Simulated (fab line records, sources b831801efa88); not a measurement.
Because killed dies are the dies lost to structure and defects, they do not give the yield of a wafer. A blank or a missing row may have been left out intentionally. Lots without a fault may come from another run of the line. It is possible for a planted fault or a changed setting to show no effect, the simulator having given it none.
Struck lot and sound lot, side by side -- flow sky130 -- 14 steps out of a route of 708
Sound: these wafers, L117.2, L117.4, L117.5. Struck: wafers L109.1, L109.3, L109.5. Last of all comes the cause.
At each step with rows: each side's tool, then ch and its chambers, then its first start. Under that, the readings that differ: sound wafers -- struck wafers -- difference of the means -- sigmas: that difference in standard deviations of wafers without a fault.
alike: same words and numbers on both sides, and readings whose means sit less than 2 such deviations apart. not compared: any withheld reading, any reading some wafer has no value for, any bound like >300 that may hide the same value, and any number with overlapping values for which the record gives no deviation.
Wherever a step has rows on one side only, a row that says differs or no value, or a row with sigmas, the two part there. Non-overlapping numbers with no deviation appear without sigmas and do not part them. Lack of a reading on every wafer of one side parts them only where that side has two or more wafers.

first, 4 steps without rows for these wafers: SKY_METAL5_SOFTBAKE_10 (time 60 s); SKY_METAL5_EXPOSE_11 (exposes mask MM5, target cd 1600 nm); SKY_METAL5_PEB_12; SKY_METAL5_DEVELOP_13 (develop time 60 s).
SKY_METAL5_DESCUM_14: chemistry O2, time 11 s.
  sound on rie_metal-02 ch 0, day 48 22:50; struck on rie_metal-02 ch 0, day 47 05:04
  alike: drypump_motor_current_A, he_backside_leak_sccm, oes_product_au
  not compared: rf_hours_counter_h
SKY_METAL5_METAL_ETCH_15: etches the open film in Cl2/BCl3, stops on SiO2, target depth 1260 nm, time 252 s.
  sound on rie_metal-02 ch 0, day 48 22:52; struck on rie_metal-02 ch 0, day 47 05:05
  alike: drypump_motor_current_A, he_backside_leak_sccm, oes_product_au, throttle_valve_pct
  not compared: rf_hours_counter_h
SKY_METAL5_STRIP_16: strips in O2/N2.
  sound on plasma_asher-04 ch 0,1, day 48 23:05; struck on plasma_asher-02 ch 0, day 47 05:20
  alike: drypump_motor_current_A, oes_product_au, strip_time_to_endpoint_s
  not compared: rf_hours_counter_h
then, 3 steps without rows for these wafers: SKY_METAL5_STRIP_17 (strips in post etch residue remover, time 1200 s); SKY_METAL5_CLEAN_18 (cleans in IPA, time 180 s); SKY_METAL5_CLEAN_19 (cleans in O3/DIW).
SKY_PASSIVATION_CVD_00: deposits SiO2, target thk 90 nm.
  sound on pecvd-02 ch 0,1,2, day 48 23:41; struck on pecvd-02 ch 1,2, day 47 06:29
  alike: heater_power_outer_w, heater_power_w
SKY_PASSIVATION_THK_MEAS_01:
  struck on film_metro-02, day 47 06:30; sound on film_metro-04, day 48 23:43
  alike: PASSIVATION_CVD_00_THK
SKY_PASSIVATION_CVD_02: deposits Si3N4, target thk 540 nm.
  sound on pecvd-01 ch 0,1,2, day 48 23:46; struck on pecvd-01 ch 0,2, day 47 06:34
  no value came back on the struck wafers for heater_power_outer_w (W), heater_power_w (W); on the sound wafers heater_power_outer_w (W) reads 388 487 552
SKY_PAD_OPEN_PROBE_99:
  rows exist in the record for the sound wafers here (prober-02, day 50 11:20), none for the struck ones

WHERE THEY PART
At SKY_PASSIVATION_CVD_02 first; at SKY_PAD_OPEN_PROBE_99 last (within this record only).

WHY: the cause the simulator had injected
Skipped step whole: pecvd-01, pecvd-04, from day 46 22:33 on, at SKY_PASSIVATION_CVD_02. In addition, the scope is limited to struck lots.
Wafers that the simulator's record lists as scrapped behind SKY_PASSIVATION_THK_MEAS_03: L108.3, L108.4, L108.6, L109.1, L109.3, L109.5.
